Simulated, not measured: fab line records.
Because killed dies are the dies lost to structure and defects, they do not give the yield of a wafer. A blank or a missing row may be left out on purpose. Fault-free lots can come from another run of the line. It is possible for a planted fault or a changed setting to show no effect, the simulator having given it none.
Which of the tools did it? / flow sky130 / at 1 step of a route of 708, 13 lots with 39 wafers sampled

== WHAT EACH GAUGE READ, for each wafer ==
SKY_CONTACT_OVL_MEAS_15.
lot=L159; measured=day 31 20:02; on=overlay-02; CONTACT_OVL (nm)=-2 -1 2
lot=L160; measured=day 32 01:13; on=overlay-02; CONTACT_OVL (nm)=0 0 1
lot=L161; measured=day 32 11:19; on=overlay-01; CONTACT_OVL (nm)=0 1 3
lot=L163; measured=day 32 19:35; on=overlay-01; CONTACT_OVL (nm)=1 4 5
lot=L166; measured=day 34 04:51; on=overlay-02; CONTACT_OVL (nm)=-2 0 0
lot=L169; measured=day 35 05:59; on=overlay-01; CONTACT_OVL (nm)=2 -4 -5
lot=L174; measured=day 36 18:56; on=overlay-01; CONTACT_OVL (nm)=-2 0 -4
lot=L176; measured=day 37 06:06; on=overlay-02; CONTACT_OVL (nm)=0 0 -7
lot=L177; measured=day 37 19:09; on=overlay-01; CONTACT_OVL (nm)=5 3 7
lot=L178; measured=day 38 03:05; on=overlay-01; CONTACT_OVL (nm)=8 1 -1
lot=L182; measured=day 38 23:43; on=overlay-02; CONTACT_OVL (nm)=8 4 7
lot=L180; measured=day 39 00:45; on=overlay-02; CONTACT_OVL (nm)=1 0 -1
lot=L181; measured=day 39 02:59; on=overlay-01; CONTACT_OVL (nm)=1 4 3

== WHAT TOOL EACH LOT RAN ON (gives the tool, then ch and the chambers of the sampled wafers, and finally the start) ==
The record shows no process step preceding these readings.

== AS READ BY THE TOOLS THEMSELVES (means over the sampled wafers that have a number; for cases with no such wafer, the mark the record gives instead) ==
The record holds no such reading with a usual standard deviation.

== THE ANSWER, worked out from the rows above alone ==
Rule: what is usual is taken from the lots themselves. The widest of any qualifying gaps counts: lots, ordered by their means at a reading, are off when they make up no more than a third of the lots, leave a main group of 4 or more, and stand apart from it by 3 or more times the standard deviation of that group's means. The tables above print the reading to a certain number of digits; a main group whose means all agree to those digits is not used. Also off: a lot with no number at a reading for which 4 or more lots have one. Where the step has rows for the other lots, those lots are counted as sound. Order of review: gauges by route order, followed by the tools' own readings, for which a lot's mean as printed above is used. The first step at which some lot is off is used, and at that step the reading that is off furthest; a lot without a number counts as furthest.
No lot is off at any reading shown: from this, nothing can be told.

== WHAT THE SIMULATOR HAD PUT IN ==
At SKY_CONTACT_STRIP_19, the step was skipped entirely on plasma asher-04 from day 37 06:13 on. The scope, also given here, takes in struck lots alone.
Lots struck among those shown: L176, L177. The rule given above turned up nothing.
